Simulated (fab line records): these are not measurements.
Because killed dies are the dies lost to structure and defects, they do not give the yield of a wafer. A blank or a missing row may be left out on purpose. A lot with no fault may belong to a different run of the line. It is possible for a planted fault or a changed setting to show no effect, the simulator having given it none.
Which tool is to blame? ; flow gf180mcu ; 24 lots with 72 wafers sampled at 3 steps, on a route of 602 steps

## WHAT THE GAUGES READ, wafer by wafer
GF_V1_BOW_MEAS_05. Usual: for V1_BOW the level is 80 um and the standard deviation is 7.2.
lot;measured;on;V1_BOW (um);flag
L074;day 17 02:31;filmMetro-02;89 77 89;
L075;day 17 20:03;filmMetro-03;80 89 67;
L076;day 18 12:29;filmMetro-03;85 91 81;
L077;day 18 13:19;filmMetro-03;71 88 68;
L078;day 19 07:09;filmMetro-04;89 84 83;
L079;day 19 08:40;filmMetro-03;79 63 81;
L080;day 19 20:47;filmMetro-03;92 79 79;
L081;day 20 09:08;filmMetro-02;90 75 83;
L082;day 20 11:30;filmMetro-04;90 75 77;
L083;day 20 14:54;filmMetro-04;75 86 76;
L084;day 21 00:12;filmMetro-02;84 69 78;
L085;day 21 09:42;filmMetro-04;92 86 87;
L086;day 21 16:13;filmMetro-02;74 75 82;
L087;day 22 00:29;filmMetro-02;90 76 81;
L088;day 22 12:12;filmMetro-02;76 74 78;
L089;day 22 15:45;filmMetro-02;89 81 77;
L090;day 23 01:59;filmMetro-03;73 80 78;
L091;day 23 10:35;filmMetro-03;78 73 80;
L092;day 23 13:09;filmMetro-03;73 73 76;
L093;day 23 19:19;filmMetro-03;80 71 73;
L094;day 23 23:57;filmMetro-03;72 93 73;
L095;day 24 13:31;filmMetro-02;86 89 86;
L096;day 24 20:31;filmMetro-02;62 70 60;
L097;day 25 07:49;filmMetro-02;79 78 90;

GF_V3_CD_MEAS_14 targets a cd of 260 nm. Usual: cdNm reads 260.1 nm (standard deviation 1).
lot;measured;on;cdNm (nm);flag
L074;day 22 09:23;cdSem-02;259.4 261.0 259.2;
L075;day 23 00:11;cdSem-02;261.0 260.6 259.6;
L076;day 23 16:38;cdSem-02;259.6 258.8 260.0;
L077;day 23 17:17;cdSem-02;259.8 258.0 258.3;
L078;day 24 10:17;cdSem-02;258.1 258.2 258.6;
L079;day 24 11:42;cdSem-01;260.2 260.7 260.6;
L080;day 24 20:22;cdSem-02;260.6 261.4 262.3;
L081;day 25 08:59;cdSem-02;260.7 261.3 260.1;
L082;day 25 11:52;cdSem-01;260.2 259.6 260.0;
L083;day 25 15:01;cdSem-01;260.8 259.9 258.8;
L084;day 25 20:58;cdSem-01;260.3 259.6 259.7;
L085;day 26 07:08;cdSem-02;261.6 260.4 260.3;
L086;day 26 13:56;cdSem-01;260.8 262.0 260.8;
L087;day 26 19:52;cdSem-01;259.6 258.8 260.6;
L088;day 27 06:21;cdSem-01;261.1 259.7 259.9;
L089;day 27 09:59;cdSem-02;260.1 259.8 260.1;
L090;day 27 18:21;cdSem-02;260.9 259.6 260.3;
L091;day 28 02:15;cdSem-01;260.1 261.1 261.2;
L092;day 28 04:12;cdSem-01;261.9 260.8 260.7;
L093;day 28 10:44;cdSem-01;259.9 261.7 261.2;
L094;day 28 12:03;cdSem-01;260.5 261.5 259.9;
L095;day 29 03:24;cdSem-02;259.1 260.0 258.9;
L096;day 29 08:33;cdSem-02;259.1 259.8 260.2;
L097;day 29 17:11;cdSem-01;260.8 259.9 260.1;

## TOOL THAT RAN EACH LOT (tool first, then ch and the chambers of the sampled wafers, then the start)
lot;GF_V2_CMP_04
L074;cmp-02 ch 0,3, day 19 05:56
L075;cmp-02 ch 1,2, day 19 23:04
L076;cmp-01 ch 0,2, day 20 15:26
L077;cmp-02 ch 0,2,3, day 20 16:03
L078;cmp-01 ch 0,1,3, day 21 10:45
L079;cmp-01 ch 0,1,2, day 21 12:38
L080;cmp-02 ch 0,2,3, day 21 22:16
L081;cmp-02 ch 0,2,3, day 22 11:04
L082;cmp-01 ch 0,1, day 22 13:28
L083;cmp-01 ch 2,3, day 22 17:18
L084;cmp-01 ch 0,2,3, day 23 00:44
L085;cmp-01 ch 0,2,3, day 23 10:50
L086;cmp-02 ch 0,1, day 23 17:05
L087;cmp-01 ch 0,1,2, day 24 00:17
L088;cmp-01 ch 2,3, day 24 11:35
L089;cmp-02 ch 0,2,3, day 24 15:37
L090;cmp-01 ch 1,2, day 25 00:43
L091;cmp-01 ch 1,2,3, day 25 09:27
L092;cmp-02 ch 1,2,3, day 25 11:29
L093;cmp-01 ch 1,2,3, day 25 18:26
L094;cmp-02 ch 0,1,2, day 25 21:02
L095;cmp-02 ch 2,3, day 26 11:33
L096;cmp-01 ch 1,2,3, day 26 18:20
L097;cmp-01 ch 0,1,2, day 27 04:03
- GF_V2_CMP_04: polishes SiO2.

## WHAT THE TOOLS THEMSELVES READ (means of the sampled wafers that have a number; where no wafer has one, the mark that the record gives instead)
GF_V2_CMP_04. Usual: motorCurrentA 12.4 A, standard deviation 0.86; timeToEndpointS 85 s, standard deviation 5.9.
lot;tool;motorCurrentA (A);timeToEndpointS (s);flag
L074;cmp-02;12.7;84;
L075;cmp-02;13.3;82;
L076;cmp-01;11.9;78;
L077;cmp-02;13.2;91;
L078;cmp-01;12.3;83;
L079;cmp-01;12.3;88;
L080;cmp-02;13.1;86;
L081;cmp-02;12.9;89;
L082;cmp-01;12.2;87;
L083;cmp-01;11.8;80;
L084;cmp-01;11.7;80;
L085;cmp-01;12.0;85;
L086;cmp-02;12.5;87;
L087;cmp-01;11.9;86;
L088;cmp-01;11.2;88;
L089;cmp-02;12.9;78;
L090;cmp-01;12.2;89;
L091;cmp-01;12.1;82;
L092;cmp-02;13.3;89;
L093;cmp-01;11.4;84;
L094;cmp-02;12.8;83;
L095;cmp-02;13.6;92;
L096;cmp-01;11.5;76;
L097;cmp-01;12.0;83;

## THE ANSWER, worked out from the rows above alone
Rule: a lot counts as off when the mean over its wafers that have a number is more than 3 standard deviations away from the usual mean. A lot without any number at a reading at which 4 lots or more have one is off too. Any other lot the step has rows for is counted as sound. The gauges are gone through in route order, then the tools' own readings, and for those a lot's mean is taken as printed above. The first step at which some lot is off is used, and at that step the reading that is off furthest; a lot without a number counts as furthest.
Across all readings shown, no lot is off: no conclusion can be drawn from this.

## WHAT THE SIMULATOR HAD PUT IN
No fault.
